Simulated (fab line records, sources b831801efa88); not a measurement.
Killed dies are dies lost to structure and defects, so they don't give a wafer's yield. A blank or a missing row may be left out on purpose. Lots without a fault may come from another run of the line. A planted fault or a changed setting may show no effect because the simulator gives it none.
One fault seen from 2 desks | flow gf180mcu | each desk has only its own numbers; what lay behind them comes last

THE METROLOGY DESK
What the gauges read, lot by lot, whatever tool the lot ran on: means of the sampled wafers that have a number. A lot is out of limits, marked OUT, if its mean lies more than 4 standard deviations from the usual mean; the brackets give that distance.
Columns: A = M1_ALCU_RS at GF_M1_RS_MEAS_05, usual 0.0692 ohm/sq
lot  | first seen here | A
L562 | day 16 05:14    | 0.0687
L563 | day 16 10:52    | 0.0688
L564 | day 16 23:46    | 0.0705
L565 | day 17 08:07    | 0.0696
L566 | day 17 16:37    | 0.0696
L567 | day 18 05:06    | 0.0685
L568 | day 18 11:25    | 0.0688
L569 | day 19 04:59    | 0.0699
L572 | day 20 04:40    | 0.0689
L576 | day 21 12:13    | 0.0693
L581 | day 22 23:55    | 0.0683
L585 | day 24 07:50    | 0.0680
This desk's finding: nothing out of limits on any of the 12 lots.

THE TOOL OWNER'S DESK: litho_track-04
The tool's own readings at GF_VT_IMPLANT_COAT_24 (resist thk 1000 nm): means of the sampled wafers that have a number, for each lot that ran on this tool. A lot is out of limits, marked OUT, if its mean lies more than 4 standard deviations from the usual mean; the brackets give that distance.
Columns: A = spin_speed_rpm at GF_VT_IMPLANT_COAT_24, usual 3000.0 rpm
lot  | first seen here | A
L563 | day 6 18:32     | 3000.4
L567 | day 7 20:46     | 3001.1
L569 | day 8 10:55     | 2997.1
L572 | day 9 07:08     | 3480.1 (+99 or more) OUT
L576 | day 10 06:59    | 3477.9 (+99 or more) OUT
This desk's finding: out of limits on L572, L576; first on L572, day 9 07:08 (spin_speed_rpm at GF_VT_IMPLANT_COAT_24). In limits: L563, L567, L569.

PUT TOGETHER
The tool owner's desk could have raised an alarm at day 9 07:08, on L572, L576.
The metrology desk saw nothing out of limits.
The metrology desk has L572, L576 on record, within its limits.
Of the lots named, all ran GF_VT_IMPLANT_COAT_24 on litho_track-04.

WHAT THE SIMULATOR HAD PUT IN
Process parameter drift: litho_track-04, from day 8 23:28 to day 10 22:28, at GF_VT_IMPLANT_COAT_24. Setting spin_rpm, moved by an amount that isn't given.
Lots struck among those shown: L572, L576.
Hours from the fault's start to each desk's first reading out of limits: the tool owner's desk, 8.
